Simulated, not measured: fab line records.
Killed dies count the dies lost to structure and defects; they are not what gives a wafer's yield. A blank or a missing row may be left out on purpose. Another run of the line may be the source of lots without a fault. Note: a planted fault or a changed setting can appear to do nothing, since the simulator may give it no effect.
Shared-tool check -- flow gf180mcu -- Sample size 13 lots and 39 wafers

WHY IT WAS OPENED
Of 13 lots, 2 have the reading SALICIDE_TIN_RS flagged at GF_SALICIDE_RS_MEAS_04. Fault-free wafers read 16.46 ohm/sq, with a standard deviation of 0.29.
Rule: a lot gets a flag if all its wafers with a number sit over 4 standard deviations from that mean, or if no wafer of it has a number. All remaining lots are regarded as sound.

lot,measured,on,"SALICIDE_TIN_RS (ohm/sq), wafer by wafer",flag
L121,day 15 09:55,film-metro-03,16.21 16.24 16.21,
L122,day 15 15:07,film-metro-04,16.59 16.81 16.78,
L123,day 16 06:01,film-metro-01,16.46 16.53 16.42,
L124,day 16 22:31,film-metro-01,16.01 16.10 16.16,
L125,day 17 07:34,film-metro-01,15.75 16.14 16.54,
L127,day 18 06:40,film-metro-04,16.48 16.92 16.85,
L129,day 18 13:25,film-metro-03,16.08 15.98 16.43,
L131,day 19 01:55,film-metro-03,16.59 16.68 16.68,
L130,day 19 07:10,film-metro-03,16.92 16.93 16.86,
L134,day 20 05:11,film-metro-04,16.60 16.77 16.82,
L137,day 21 09:51,film-metro-03,14.67 14.83 14.85,FLAGGED
L136,day 21 12:18,film-metro-04,14.96 15.03 14.96,FLAGGED
L138,day 21 16:48,film-metro-04,16.58 16.09 16.09,
Average over the flagged lots: 14.88 ohm/sq; offset from the usual -1.58 ohm/sq, equal to -5 standard deviations.

WHICH TOOL RAN EACH LOT
Before the reading, the record contains 2 process steps out of a 602-step route. Every cell lists first the tool, next ch and the chambers used by the sampled wafers, and last the start.
lot,flag,GF_POLY_GATE_ETCH_13,GF_SALICIDE_SPUTTER_02
L121,,"rie-si-02 ch 0,2, day 9 08:47","pvd-sputter-04, day 15 09:52"
L122,,"rie-si-02 ch 0,1,3, day 9 14:14","pvd-sputter-01, day 15 15:04"
L123,,"rie-si-02 ch 1,3, day 10 01:47","pvd-sputter-04, day 16 05:56"
L124,,"rie-si-01 ch 0,1,3, day 10 15:40","pvd-sputter-04, day 16 22:27"
L125,,"rie-si-02 ch 0,2,3, day 10 22:14","pvd-sputter-03, day 17 07:31"
L127,,"rie-si-02 ch 0,1,2, day 11 15:53","pvd-sputter-01, day 18 06:37"
L129,,"rie-si-01 ch 0,2,3, day 11 23:08","pvd-sputter-03, day 18 13:22"
L131,,"rie-si-02 ch 2,3, day 12 10:31","pvd-sputter-03, day 19 01:49"
L130,,"rie-si-01 ch 1,2,3, day 12 11:59","pvd-sputter-04, day 19 07:07"
L134,,"rie-si-01 ch 0,2, day 13 05:52","pvd-sputter-01, day 20 05:07"
L137,FLAGGED,"rie-si-01 ch 1,2, day 14 05:41","pvd-sputter-01, day 21 09:47"
L136,FLAGGED,"rie-si-01 ch 0,2,3, day 14 01:24","pvd-sputter-01, day 21 12:14"
L138,,"rie-si-01 ch 0,2,3, day 14 11:47","pvd-sputter-04, day 21 16:44"
These steps, and what they do:
- GF_POLY_GATE_ETCH_13: etches poly-Si in HBr/Cl2, stops on SiO2, target depth 198.5 nm, time 69.6 s.
- GF_SALICIDE_SPUTTER_02: material Co, target thk 10 nm, time 20 s.
- GF_SALICIDE_RS_MEAS_04: measures by four-point-probe.

FLAGGED OVER TOTAL, TOOL BY TOOL (the gauges that took the reading come last)
step,tool,lots run,flagged,share of the flagged lots,sound lots run after its first flagged lot
GF_POLY_GATE_ETCH_13,rie-si-01,7,2,all,1 (L138)
GF_POLY_GATE_ETCH_13,rie-si-02,6,0,none,-
GF_SALICIDE_SPUTTER_02,pvd-sputter-01,5,2,all,0
GF_SALICIDE_SPUTTER_02,pvd-sputter-03,3,0,none,-
GF_SALICIDE_SPUTTER_02,pvd-sputter-04,5,0,none,-
GF_SALICIDE_RS_MEAS_04,film-metro-01,3,0,none,-
GF_SALICIDE_RS_MEAS_04,film-metro-03,5,1,some,0
GF_SALICIDE_RS_MEAS_04,film-metro-04,5,1,some,1 (L138)

THE TABLE: WHAT IT ALLOWS
Table rows that saw every flagged lot: 2, namely rie-si-01 at GF_POLY_GATE_ETCH_13 and pvd-sputter-01 at GF_SALICIDE_SPUTTER_02.
- rie-si-01 at GF_POLY_GATE_ETCH_13: 2 of its 7 lots flagged. Lots that were sound ran on it after the first flagged one (L138); a persistent fault on the entire tool would not allow that.
- pvd-sputter-01 at GF_SALICIDE_SPUTTER_02: 2 of its 5 lots flagged. A fault beginning between L134 (day 20 05:07), its last sound lot, and L137 (day 21 09:47), its first flagged one, fits the data.
Left over: one tool, pvd-sputter-01 at GF_SALICIDE_SPUTTER_02.

WHAT THE SIMULATOR PUT IN
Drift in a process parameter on pvd-sputter-01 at GF_SALICIDE_SPUTTER_02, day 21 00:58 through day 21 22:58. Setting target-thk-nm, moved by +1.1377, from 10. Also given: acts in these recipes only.
Shown lots that were struck: L137, L136. The rule above found the same.
